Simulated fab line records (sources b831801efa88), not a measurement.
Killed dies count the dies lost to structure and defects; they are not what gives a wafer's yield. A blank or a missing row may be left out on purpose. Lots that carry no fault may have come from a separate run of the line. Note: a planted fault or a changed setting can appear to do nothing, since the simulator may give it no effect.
fab line records	flow sfqLine
record lots=6	wafers=18	lastDay=84
route steps=325 shown I4@167 JJ@178 M5@198 R5@220 I5@237 M8@325
lots that met no fault: from a run of the same line without faults
startH: the number of hours between the record's first day and the start of the first shown wafer of the lot	waitH: time in hours since the lot's previous step	" identical to the entry in the row above	L1.1+2: a single row standing in for several wafers	- either no value or no given start	* or withheld: withheld	< > ~ a bound
route shown NAME@n: NAME is a module with steps in the file, n the number in the route of the first one	usual: mean and standard deviation over wafers with no fault	same: alike in all rows	chamber/n: place in a boat	sites: readings site by site	_std_site: the values' standard deviation	_edge_site: the outer-site mean with the inner-site mean subtracted	radiusMm: for every site, how far away it sits from the centre of the wafer	mask NAME#n: copy n	behind: the most recent tool/chamber to have shaped the wafer	hold: cause of the lot's hold/its duration in hours/its outcome	device: the transistor (n, p or np) that didn't switch	end of line: tests run on the same wafers once the route is complete	step lacking rows: just its recipe	killed: dies lost to structure and defects at the first sort, not the wafer's yield	map: a wafer's dies, marking killed ones x, the rest . and places with no die _
set.NAME: the setting that was run; set.NAME@STEP: the one run at that earlier step	model.NAME: the simulator's own value behind a step, which no gauge read
a table for each step, a row for each wafer; lots at some steps of the route
services: a tool's chamber out of use, with start hour (startH, from the record's first day; less than 0 if before it), hours out, and reason
## steps
# step SFQ_TRILAYER_I4_VIA_LITHO_COAT_108
# recipe resist=BARC	spinRpm=3000	resistThkNm=62
# step SFQ_TRILAYER_I4_VIA_LITHO_COAT_103
# recipe resist=KrF	spinRpm=3000	resistThkNm=650
# step SFQ_TRILAYER_I4_VIA_LITHO_SOFTBAKE_107
# recipe tempC=withheld	timeS=withheld	resist=KrF
# step SFQ_TRILAYER_I4_VIA_LITHO_EXPOSE_104
# recipe maskId=I4	na=0.6	sourceShape=conventional	sigmaOuter=0.65	targetCdNm=700	doseMj=21.3
# step SFQ_TRILAYER_I4_VIA_LITHO_PEB_106
# recipe pebTempC=115	pebTimeS=60	resist=KrF
# step SFQ_TRILAYER_I4_VIA_LITHO_DEVELOP_105
# recipe timeS=60	resist=KrF
# step SFQ_I4_OVL_MEAS_928
# usual I4_OVL=0/4.7
lot.wafer	tool	chamber	startH	waitH	I4_OVL[nm]
L138.3	overlay-01	-	1184.55	0.1	6
L138.4	"	-	"	"	9
L138.5	"	-	"	"	6
L147.1	overlay-02	-	1256.24	0.1	-1
L147.3	"	-	"	"	-7
L147.5	"	-	"	"	3
L148.1	overlay-01	-	1268.39	0.1	-9
L148.2	"	-	"	"	1
L148.6	"	-	"	"	-3
L149.1	overlay-01	-	1275.35	0.1	-5
L149.2	"	-	"	"	-7
L149.4	"	-	"	"	-5
L157.3	overlay-02	-	1305.92	0.1	5
L157.4	"	-	"	"	-1
L157.5	"	-	"	"	-1
L158.1	overlay-01	-	1317.09	0.1	0
L158.4	"	-	"	"	6
L158.5	"	-	"	"	8
# step SFQ_TRILAYER_I4_VIA_BARC_OPEN_VIA_ETCH_146
# recipe maskMaterial=PR	chemistry=O2	targetDepthNm=125	target=BARC	sourceW=500	biasW=80	pressureMtorr=30	timeS=41.7
# usual drypumpMotorCurrentA=5.7/0.42	oesProductAu=0.684/0.0043
lot.wafer	tool	chamber	startH	waitH	drypumpMotorCurrentA	oesProductAu	rfHoursCounterH
L138.3	rieDiel-04	1	1184.58	0.0	6.2	0.686	14
L138.4	"	2	"	"	5.1	0.679	14
L138.5	"	3	"	"	6.2	0.683	-
L147.1	rieDiel-04	2	1256.28	0.0	5.0	0.686	15
L147.3	"	1	"	"	6.2	0.682	15
L147.5	"	3	"	"	6.3	0.679	-
L148.1	rieDiel-01	1	1268.43	0.0	5.1	0.684	12
L148.2	"	0	"	"	5.8	0.684	10
L148.6	"	1	"	"	5.1	0.687	-
L149.1	rieDiel-02	0	1275.39	0.0	6.0	0.677	18
L149.2	"	2	"	"	5.6	0.678	9
L149.4	"	1	"	"	5.7	0.689	8
L157.3	rieDiel-04	3	1305.94	0.0	6.3	0.682	3
L157.4	"	1	"	"	6.2	0.689	-
L157.5	"	3	"	"	6.3	0.673	-
L158.1	rieDiel-02	3	1317.13	0.0	5.9	0.696	15
L158.4	"	1	"	"	5.7	0.686	9
L158.5	"	3	"	"	5.9	0.689	-
# step SFQ_TRILAYER_I4_VIA_ETCH_VIA_ETCH_106
# recipe target=SiO2	stopOn=Nb	maskMaterial=PR	taperDeg=20	chemistry=CHF3	targetDepthNm=260	sourceW=500	biasW=80	pressureMtorr=30	timeS=withheld
# step SFQ_TRILAYER_I4_VIA_STRIP_STRIP_107
# recipe gas=O2	powerW=200	platenTempC=40	overashFraction=0.65	chemistry=O2	pressureMtorr=50
# step SFQ_TRILAYER_I4_VIA_STRIP_SOLV_CLEAN_108
# recipe chemistry=NMP	tempC=70	timeS=600
# step SFQ_TRILAYER_JJ_TRILAYER_DEP_PRE_CLEAN_113
# recipe gas=Ar	timeS=22.5	biasV=250
# step SFQ_TRILAYER_JJ_TRILAYER_DEP_SPUTTER_109
# recipe material=Nb	basePressurePa=1.33e-06	chamberPressurePa=0.1333	substrateTempC=20	targetThkNm=150	powerW=2000	timeS=100
# usual basePressurePa=1.32e-06/9.6e-08	cathodeDcPowerW=2000.0/0.31	throttleValvePct=30.0/1.2
lot.wafer	tool	chamber	startH	waitH	basePressurePa	cathodeDcPowerW	throttleValvePct
L138.3	pvdSputter-05	-	1185.54	0.0	1.37e-06	2000.2	30.8
L138.4	"	-	"	"	1.25e-06	2000.0	30.6
L138.5	"	-	"	"	1.32e-06	1999.7	30.4
L147.1	pvdSputter-03	-	1257.23	0.0	1.3e-06	2000.4	32.3
L147.3	"	-	"	"	1.33e-06	1999.6	29.7
L147.5	"	-	"	"	1.35e-06	1999.6	29.4
L148.1	pvdSputter-06	-	1269.38	0.0	-	-	-
L148.2	"	-	"	"	-	-	-
L148.6	"	-	"	"	-	-	-
L149.1	pvdSputter-05	-	1276.34	0.0	-	-	-
L149.2	"	-	"	"	-	-	-
L149.4	"	-	"	"	-	-	-
L157.3	pvdSputter-06	-	1306.90	0.0	1.38e-06	1999.4	27.7
L157.4	"	-	"	"	1.59e-06	2000.0	28.6
L157.5	"	-	"	"	1.28e-06	2000.7	30.9
L158.1	pvdSputter-06	-	1318.09	0.0	1.28e-06	1999.8	28.8
L158.4	"	-	"	"	1.18e-06	2000.3	27.7
L158.5	"	-	"	"	1.34e-06	2000.0	27.6
# step SFQ_TRILAYER_JJ_TRILAYER_DEP_SPUTTER_110
# recipe material=Al	basePressurePa=1.33e-06	targetThkNm=8	powerW=500	timeS=10	chamberPressurePa=0.4
# usual basePressurePa=1.34e-06/1e-07	cathodeDcPowerW=500.00/0.09	throttleValvePct=30.0/1.2
lot.wafer	tool	chamber	startH	waitH	basePressurePa	cathodeDcPowerW	throttleValvePct
L138.3	pvdSputter-05	-	1185.61	0.0	1.27e-06	500.01	30.9
L138.4	"	-	"	"	1.38e-06	499.93	30.5
L138.5	"	-	"	"	1.16e-06	500.16	30.4
L147.1	pvdSputter-03	-	1257.31	0.0	1.49e-06	500.07	32.1
L147.3	"	-	"	"	1.34e-06	500.13	29.4
L147.5	"	-	"	"	1.42e-06	500.10	29.7
L148.1	pvdSputter-06	-	1269.46	0.0	1.43e-06	500.10	31.0
L148.2	"	-	"	"	1.28e-06	499.89	30.8
L148.6	"	-	"	"	1.31e-06	500.16	27.7
L149.1	pvdSputter-05	-	1276.42	0.0	1.31e-06	500.16	28.5
L149.2	"	-	"	"	1.45e-06	500.09	30.8
L149.4	"	-	"	"	1.22e-06	499.91	30.9
L157.3	pvdSputter-06	-	1306.97	0.0	1.29e-06	500.11	27.6
L157.4	"	-	"	"	1.33e-06	500.03	28.9
L157.5	"	-	"	"	1.42e-06	499.99	30.8
L158.1	pvdSputter-06	-	1318.16	0.0	1.5e-06	499.98	28.8
L158.4	"	-	"	"	1.26e-06	500.07	28.0
L158.5	"	-	"	"	1.34e-06	499.82	27.6
# step SFQ_TRILAYER_JJ_TRILAYER_DEP_AL_OXIDATION_111
# recipe pressureMbar=0.014667	oxidationTimeS=600	temperatureK=293
# step SFQ_TRILAYER_JJ_TRILAYER_DEP_SPUTTER_112
# recipe material=Nb	basePressurePa=1.33e-06	chamberPressurePa=0.1333	substrateTempC=20	targetThkNm=170	powerW=2000	timeS=113.3
# step SFQ_JJ_RS_MEAS_929
# recipe thkMeasGauge=four-point-probe	reads=Nb_of_TRILAYER_JJ_TRILAYER_DEP_SPUTTER_112
# usual JJ_NB_RS=1.046/0.0097
lot.wafer	tool	chamber	startH	waitH	JJ_NB_RS[ohm/sq]
L138.3	filmMetro-04	-	1186.75	0.1	1.058
L138.4	"	-	"	"	1.060
L138.5	"	-	"	"	1.045
L147.1	filmMetro-02	-	1258.41	0.0	1.061
L147.3	"	-	"	"	1.053
L147.5	"	-	"	"	1.051
L148.1	filmMetro-04	-	1270.56	0.0	1.040
L148.2	"	-	"	"	1.049
L148.6	"	-	"	"	1.057
L149.1	filmMetro-02	-	1277.52	0.0	1.035
L149.2	"	-	"	"	1.049
L149.4	"	-	"	"	1.041
L157.3	filmMetro-03	-	1308.11	0.1	1.028
L157.4	"	-	"	"	1.040
L157.5	"	-	"	"	1.042
L158.1	filmMetro-04	-	1319.26	0.0	1.047
L158.4	"	-	"	"	1.054
L158.5	"	-	"	"	1.046
# step SFQ_TRILAYER_JJ_CE_LITHO_COAT_119
# recipe resist=BARC	spinRpm=2968	resistThkNm=62
# step SFQ_TRILAYER_JJ_CE_LITHO_COAT_114
# recipe resist=KrF	spinRpm=3000	resistThkNm=600
# step SFQ_TRILAYER_JJ_CE_LITHO_SOFTBAKE_118
# recipe tempC=withheld	timeS=withheld	resist=KrF
# step SFQ_TRILAYER_JJ_CE_LITHO_EXPOSE_115
# recipe maskId=J5	na=0.6	sourceShape=conventional	sigmaOuter=0.65	targetCdNm=700	doseMj=14.4
# step SFQ_TRILAYER_JJ_CE_LITHO_PEB_117
# recipe pebTempC=115	pebTimeS=60	resist=KrF
# step SFQ_TRILAYER_JJ_CE_LITHO_DEVELOP_116
# recipe timeS=60	resist=KrF
# step SFQ_JJ_OVL_MEAS_931
# usual J5_OVL=-2/4.8
lot.wafer	tool	chamber	startH	waitH	J5_OVL[nm]
L138.3	overlay-01	-	1195.03	0.1	2
L138.4	"	-	"	"	4
L138.5	"	-	"	"	-1
L147.1	overlay-02	-	1260.84	0.1	-2
L147.3	"	-	"	"	-10
L147.5	"	-	"	"	-2
L148.1	overlay-02	-	1272.99	0.1	-1
L148.2	"	-	"	"	-6
L148.6	"	-	"	"	-10
L149.1	overlay-01	-	1283.57	0.1	-5
L149.2	"	-	"	"	1
L149.4	"	-	"	"	0
L157.3	overlay-01	-	1319.50	0.1	-1
L157.4	"	-	"	"	-1
L157.5	"	-	"	"	5
L158.1	overlay-02	-	1330.29	0.1	8
L158.4	"	-	"	"	3
L158.5	"	-	"	"	5
# step SFQ_TRILAYER_JJ_CE_METRO_MEASURE_117
# step SFQ_TRILAYER_JJ_CE_BARC_OPEN_RIE_150
# recipe maskMaterial=PR	chemistry=O2	targetDepthNm=240	target=BARC	icpW=600	biasW=80	pressureMtorr=10	timeS=80
# step SFQ_TRILAYER_JJ_CE_ETCH_RIE_118
# recipe target=Nb	stopOn=Al2O3	maskMaterial=PR	taperDeg=13.257	overEtchFrac=0.15	timeS=97.7	chemistry=SF6	targetDepthNm=170	icpW=600	biasW=80	pressureMtorr=10
# usual drypumpMotorCurrentA=5.7/0.44	oesProductAu=0.988/0.0067
lot.wafer	tool	chamber	startH	waitH	drypumpMotorCurrentA	oesProductAu	rfHoursCounterH
L138.3	rieMetal-02	1	1196.38	0.1	5.4	0.978	-
L138.4	"	0	"	"	6.7	0.968	-
L138.5	"	0	"	"	6.6	0.980	-
L147.1	rieMetal-03	1	1262.17	0.1	6.0	0.994	24
L147.3	"	1	"	"	6.0	0.984	-
L147.5	"	0	"	"	5.1	0.992	-
L148.1	rieMetal-04	1	1274.32	0.1	5.5	0.989	90
L148.2	"	0	"	"	5.8	0.991	114
L148.6	"	1	"	"	5.5	0.982	-
L149.1	rieMetal-02	1	1284.99	0.2	5.4	0.992	132
L149.2	"	1	"	"	5.4	0.993	-
L149.4	"	1	"	"	5.4	0.988	-
L157.3	rieMetal-03	1	1320.86	0.1	5.9	0.981	-
L157.4	"	0	"	"	5.2	0.992	-
L157.5	"	0	"	"	5.2	0.992	-
L158.1	rieMetal-03	0	1331.62	0.1	5.1	0.992	71
L158.4	"	1	"	"	6.0	0.994	-
L158.5	"	1	"	"	6.0	0.986	-
# step SFQ_TRILAYER_JJ_ANODIZE_ANODIZE_119
# recipe currentDensityMaCm2=withheld	endCurrentDensityMaCm2=withheld	bathTempC=withheld
# step SFQ_TRILAYER_JJ_CE_STRIP_STRIP_120
# recipe gas=O2	powerW=200	platenTempC=40	overashFraction=0.65	chemistry=O2	pressureMtorr=50
# usual drypumpMotorCurrentA=5.7/0.42	oesProductAu=0.998/0.0092
lot.wafer	tool	chamber	startH	waitH	drypumpMotorCurrentA	oesProductAu	rfHoursCounterH
L138.3	rieMetal-04	1	1197.15	0.2	5.5	0.999	-
L138.4	"	0	"	"	5.8	0.995	-
L138.5	"	1	"	"	5.5	1.000	-
L147.1	rieMetal-02	1	1262.82	0.0	5.4	0.994	128
L147.3	"	0	"	"	6.7	0.992	-
L147.5	"	1	"	"	5.4	1.003	-
L148.1	rieMetal-03	1	1274.92	0.0	5.9	1.008	26
L148.2	"	0	"	"	5.2	1.013	65
L148.6	"	1	"	"	5.9	1.009	-
L149.1	rieMetal-04	1	1285.71	0.0	5.5	0.995	91
L149.2	"	0	"	"	5.8	0.997	115
L149.4	"	0	"	"	5.8	1.001	-
L157.3	rieMetal-03	0	1321.63	0.2	5.1	1.019	-
L157.4	"	1	"	"	6.0	0.992	-
L157.5	"	1	"	"	6.0	0.997	-
L158.1	rieMetal-04	0	1332.23	0.0	5.8	0.999	125
L158.4	"	1	"	"	5.5	0.997	-
L158.5	"	0	"	"	5.8	0.995	-
# step SFQ_TRILAYER_JJ_CE_STRIP_SOLV_CLEAN_121
# recipe chemistry=NMP	tempC=70	timeS=600
# step SFQ_TRILAYER_M5_LITHO_COAT_128
# recipe resist=BARC	spinRpm=3000	resistThkNm=62
# step SFQ_TRILAYER_M5_LITHO_COAT_123
# recipe resist=KrF	spinRpm=3000	resistThkNm=600
# step SFQ_TRILAYER_M5_LITHO_SOFTBAKE_127
# recipe tempC=withheld	timeS=withheld	resist=KrF
# step SFQ_TRILAYER_M5_LITHO_EXPOSE_124
# recipe maskId=M5	na=0.6	sourceShape=conventional	sigmaOuter=0.65	targetCdNm=700	doseMj=14.4
# step SFQ_TRILAYER_M5_LITHO_PEB_126
# recipe pebTempC=115	pebTimeS=60	resist=KrF
# step SFQ_TRILAYER_M5_LITHO_DEVELOP_125
# recipe timeS=60	resist=KrF
# step SFQ_M5_OVL_MEAS_932
# usual M5_OVL=1/4.8
lot.wafer	tool	chamber	startH	waitH	M5_OVL[nm]
L138.3	overlay-01	-	1203.55	0.1	3
L138.4	"	-	"	"	6
L138.5	"	-	"	"	7
L147.1	overlay-01	-	1393.57	0.1	6
L147.3	"	-	"	"	5
L147.5	"	-	"	"	0
L148.1	overlay-01	-	1398.37	0.1	6
L148.2	"	-	"	"	-1
L148.6	"	-	"	"	3
L149.1	overlay-02	-	1406.89	0.1	-14
L149.2	"	-	"	"	-6
L149.4	"	-	"	"	-9
L157.3	overlay-02	-	1434.50	0.1	3
L157.4	"	-	"	"	6
L157.5	"	-	"	"	8
L158.1	overlay-02	-	1443.02	0.1	6
L158.4	"	-	"	"	0
L158.5	"	-	"	"	9
# step SFQ_TRILAYER_M5_BARC_OPEN_METAL_ETCH_161
# recipe maskMaterial=PR	chemistry=O2	targetDepthNm=125	target=BARC	icpW=600	biasW=80	pressureMtorr=10.34	timeS=41.7
# step SFQ_TRILAYER_M5_ETCH_METAL_ETCH_126
# recipe target=Nb	stopOn=SiO2	maskMaterial=PR	overEtchFrac=0.15	timeS=203.2	chemistry=Cl2/BCl3	targetDepthNm=265	icpW=600	biasW=80	pressureMtorr=10
# usual drypumpMotorCurrentA=5.7/0.34	oesProductAu=0.730/0.0056
lot.wafer	tool	chamber	startH	waitH	drypumpMotorCurrentA	oesProductAu	rfHoursCounterH	model.etch.depthNm	model.M5.featureDepthNm
L138.3	rieMetal-03	1	1203.70	0.1	6.0	0.733	-	149.8	162.2
L138.4	"	0	"	"	5.1	0.730	-	151.5	163.9
L138.5	"	1	"	"	5.9	0.725	-	150	162.4
L147.1	rieMetal-03	0	1393.66	0.0	5.1	0.729	79	149.2	161.7
L147.3	"	0	"	"	5.2	0.726	-	148.6	161.2
L147.5	"	1	"	"	6.0	0.724	-	148	160.2
L148.1	rieMetal-04	1	1398.46	0.0	5.5	0.380	108	0	12.2
L148.2	"	0	"	"	5.8	0.370	133	0	12.07
L148.6	"	0	"	"	5.8	0.365	-	0	12.24
L149.1	rieMetal-04	1	1406.99	0.0	5.5	0.373	109	0	12.04
L149.2	"	0	"	"	5.8	0.364	134	0	12.16
L149.4	"	1	"	"	5.5	0.379	-	0	12.11
L157.3	rieMetal-03	0	1434.65	0.1	5.1	0.735	-	152.1	164.5
L157.4	"	1	"	"	6.0	0.730	-	151.8	164.1
L157.5	"	0	"	"	5.2	0.732	-	151.8	164.2
L158.1	rieMetal-04	1	1443.17	0.1	5.5	0.734	115	153.3	165.5
L158.4	"	1	"	"	5.5	0.735	-	152	164.2
L158.5	"	1	"	"	5.5	0.733	-	152.3	164.5
# step SFQ_TRILAYER_M5_STRIP_STRIP_127
# recipe gas=O2	powerW=200	platenTempC=40	overashFraction=0.65	chemistry=O2	pressureMtorr=50
# usual drypumpMotorCurrentA=5.7/0.35	oesProductAu=0.998/0.0078
lot.wafer	tool	chamber	startH	waitH	drypumpMotorCurrentA	oesProductAu	rfHoursCounterH
L138.3	rieMetal-03	1	1204.03	0.3	6.0	0.997	-
L138.4	"	0	"	"	5.1	1.004	-
L138.5	"	1	"	"	5.9	0.996	-
L147.1	rieMetal-03	0	1393.86	0.1	5.1	1.008	79
L147.3	"	0	"	"	5.1	1.015	-
L147.5	"	1	"	"	6.0	0.997	-
L148.1	rieMetal-04	1	1398.66	0.1	5.4	0.999	109
L148.2	"	0	"	"	5.8	0.989	133
L148.6	"	0	"	"	5.8	1.002	-
L149.1	rieMetal-04	1	1407.18	0.1	5.5	0.986	110
L149.2	"	0	"	"	5.8	0.999	134
L149.4	"	1	"	"	5.5	0.995	-
L157.3	rieMetal-03	0	1434.98	0.3	5.1	1.003	-
L157.4	"	1	"	"	6.0	1.001	-
L157.5	"	0	"	"	5.1	0.998	-
L158.1	rieMetal-04	1	1443.56	0.3	5.5	0.984	115
L158.4	"	1	"	"	5.5	0.993	-
L158.5	"	1	"	"	5.5	0.991	-
# step SFQ_TRILAYER_M5_STRIP_SOLV_CLEAN_128
# recipe chemistry=NMP	tempC=70	timeS=600
# step SFQ_TRILAYER_R5_LITHO_EXPOSE_137
# recipe maskId=R5	na=0.6	sourceShape=conventional	sigmaOuter=0.65	targetCdNm=500	doseMj=14.4
# usual exposureDoseMJCm2=14.399/0.016	focusOffsetNm=0.0/0.57	na=0.6/0	sigmaOuter=0.65/0
lot.wafer	tool	chamber	startH	waitH	mask	exposureDoseMJCm2	focusOffsetNm	na	sigmaOuter
L138.3	krfScanner-01	0	1348.39	-	R5#0	14.416	-0.3	0.6	0.65
L138.4	"	0	"	"	R5#0	14.424	-0.2	0.6	0.65
L138.5	"	0	"	"	R5#0	14.429	0.4	0.6	0.65
L147.1	krfScanner-01	0	1511.45	-	R5#0	14.401	-0.8	0.6	0.65
L147.3	"	0	"	"	R5#0	14.403	0.2	0.6	0.65
L147.5	"	0	"	"	R5#0	14.415	-0.1	0.6	0.65
L148.1	krfScanner-01	-	1515.05	-	R5#0	-	-	-	-
L148.2	"	-	"	"	R5#0	-	-	-	-
L148.6	"	-	"	"	R5#0	-	-	-	-
L149.1	krfScanner-01	-	1521.05	-	R5#0	-	-	-	-
L149.2	"	-	"	"	R5#0	-	-	-	-
L149.4	"	-	"	"	R5#0	-	-	-	-
L157.3	krfScanner-02	0	1552.77	-	R5#0	14.409	-0.5	0.6	0.65
L157.4	"	0	"	"	R5#0	14.412	-0.7	0.6	0.65
L157.5	"	0	"	"	R5#0	14.406	0.6	0.6	0.65
L158.1	krfScanner-02	0	1557.17	-	R5#0	14.395	0.4	0.6	0.65
L158.4	"	0	"	"	R5#0	14.396	0.7	0.6	0.65
L158.5	"	0	"	"	R5#0	14.386	0.5	0.6	0.65
# step SFQ_TRILAYER_I5_ETCH_VIA_ETCH_147
# recipe stopOn=Nb	maskMaterial=PR	chemistry=CHF3	targetDepthNm=360	sourceW=500	biasW=78.46	pressureMtorr=30	timeS=withheld
# usual drypumpMotorCurrentA=5.6/0.34	oesProductAu=0.987/0.0072
lot.wafer	tool	chamber	startH	waitH	drypumpMotorCurrentA	oesProductAu	model.I5.cdNm
L138.3	rieDiel-02	2	1464.69	0.0	5.6	0.975	698.4
L138.4	"	0	"	"	6.1	0.978	700.4
L138.5	"	0	"	"	6.0	0.983	700.2
L147.1	rieDiel-03	3	1617.39	0.0	5.9	0.994	699.3
L147.3	"	1	"	"	6.0	0.984	702.8
L147.5	"	2	"	"	5.7	0.988	705
L148.1	rieDiel-01	0	1619.79	0.0	5.8	0.369	-
L148.2	"	3	"	"	5.1	0.374	2.864
L148.6	"	1	"	"	5.1	0.376	-
L149.1	rieDiel-03	3	1626.99	0.0	5.9	0.388	-
L149.2	"	1	"	"	6.0	0.379	-
L149.4	"	2	"	"	5.7	0.376	2.951
L157.3	rieDiel-02	1	1659.39	0.0	5.7	0.991	699.4
L157.4	"	0	"	"	6.0	0.995	700.4
L157.5	"	0	"	"	6.0	0.989	700.4
L158.1	rieDiel-02	3	1666.59	0.0	5.9	0.986	695.4
L158.4	"	0	"	"	6.1	0.978	700.1
L158.5	"	1	"	"	5.7	0.992	695.6
# step SFQ_M8_BOW_MEAS_951
# recipe mode=bow
# usual M8_BOW=10/9.7
lot.wafer	tool	chamber	startH	waitH	M8_BOW[um]	model.etest.m5.ohmSq	model.etest.m5.ohmUm	model.etest.i4.linkOhm	model.etest.i5.linkOhm	model.etest.r5.combLog10Ohm	model.etest.jj.gTimes
L138.3	filmMetro-01	-	1890.19	0.0	8	1.19	1.698	2.166	2.246	12	1.002
L138.4	"	-	"	"	7	1.177	1.675	2.148	2.252	12	1.005
L138.5	"	-	"	"	7	1.189	1.693	2.168	2.275	12	1.003
L147.1	filmMetro-03	-	1972.52	0.0	24	1.195	1.702	2.166	2.292	12	0.9937
L147.3	"	-	"	"	22	1.2	1.709	2.182	2.292	12	0.9918
L147.5	"	-	"	"	12	1.205	1.716	2.176	2.303	12	0.9947
L148.1	filmMetro-03	-	1984.92	0.0	16	1e+06	1e+06	1e+06	1e+06	0	0
L148.2	"	-	"	"	4	1e+06	1e+06	1e+06	1e+06	0	0
L148.6	"	-	"	"	6	1e+06	1e+06	1e+06	1e+06	0	0
L149.1	filmMetro-04	-	1985.68	0.0	3	1e+06	1e+06	1e+06	1e+06	0	0
L149.2	"	-	"	"	-11	1e+06	1e+06	1e+06	1e+06	0	0
L149.4	"	-	"	"	3	1e+06	1e+06	1e+06	1e+06	0	0
L157.3	filmMetro-04	-	2022.07	0.0	4	1.172	1.671	2.152	2.242	12	1.005
L157.4	"	-	"	"	-4	1.175	1.672	2.15	2.258	12	1.008
L157.5	"	-	"	"	7	1.174	1.678	2.159	2.269	12	1.008
L158.1	filmMetro-01	-	2023.21	0.0	-12	1.163	1.661	2.143	2.222	12	1.001
L158.4	"	-	"	"	-6	1.173	1.672	2.157	2.246	12	0.9983
L158.5	"	-	"	"	3	1.171	1.669	2.15	2.25	12	1.001
## services
tool	chamber	startH	hours	kind
pvdSputter-06	-	1174.37	2.2	repair
krfScanner-01	-	1174.72	11.6	pm
rieMetal-03	-	1186.53	2.8	pm
rieMetal-04	-	1200.38	0.2	repair
rieMetal-03	-	1249.23	1.4	pm
rieDiel-02	-	1276.03	0.5	repair
rieMetal-03	0	1285.36	17.0	repair
rieDiel-02	2	1286.49	7.6	repair
rieMetal-03	1	1295.89	2.4	repair
rieMetal-03	-	1315.40	0.2	repair
rieDiel-02	0	1323.77	9.7	repair
rieDiel-02	-	1325.31	0.4	repair
rieDiel-02	1	1337.13	1.4	repair
rieDiel-02	-	1339.75	0.8	repair
rieDiel-02	1	1342.82	1.2	repair
pvdSputter-06	-	1350.07	1.0	repair
rieMetal-04	-	1351.83	2.8	pm
pvdSputter-06	-	1396.63	4.7	repair
rieDiel-02	3	1411.81	4.2	repair
rieMetal-03	-	1461.88	0.3	repair
rieDiel-02	3	1584.50	1.2	repair
rieDiel-02	3	1621.94	1.8	repair
pvdSputter-06	-	1627.85	1.1	repair
rieMetal-03	1	1646.11	3.0	repair
## key
firstSign step=SFQ_TRILAYER_JJ_TRILAYER_DEP_SPUTTER_109	reading=toolRecord	direction=missing
effect step=SFQ_TRILAYER_M5_ETCH_METAL_ETCH_126	reading=oesProductAu	direction=down	sigmas=64	usual=0.730	struck=0.372
effect step=SFQ_TRILAYER_R5_LITHO_EXPOSE_137	reading=toolRecord	direction=missing
effect step=SFQ_TRILAYER_I5_ETCH_VIA_ETCH_147	reading=oesProductAu	direction=down	sigmas=84	usual=0.987	struck=0.377
modelEffect step=SFQ_TRILAYER_M5_ETCH_METAL_ETCH_126	value=etch.depthNm	without=150.4	struck=0
modelEffect step=SFQ_TRILAYER_I5_ETCH_VIA_ETCH_147	value=I5.cdNm	without=703.2	struck=2.907
modelEffect step=SFQ_M8_BOW_MEAS_951	value=etest.m5.ohmSq	without=1.186	struck=1e+06
metAt SFQ_TRILAYER_JJ_TRILAYER_DEP_SPUTTER_109
struckWafers L148.1,L148.2,L148.6,L149.1,L149.2,L149.4
onsetBetween 1185.54 1269.38
fault kind=skippedStepWhole	tool=pvdSputter-05,pvdSputter-06	chamber=-	onsetH=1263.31	steps=SFQ_TRILAYER_JJ_TRILAYER_DEP_SPUTTER_109	scope=struckLotsOnly
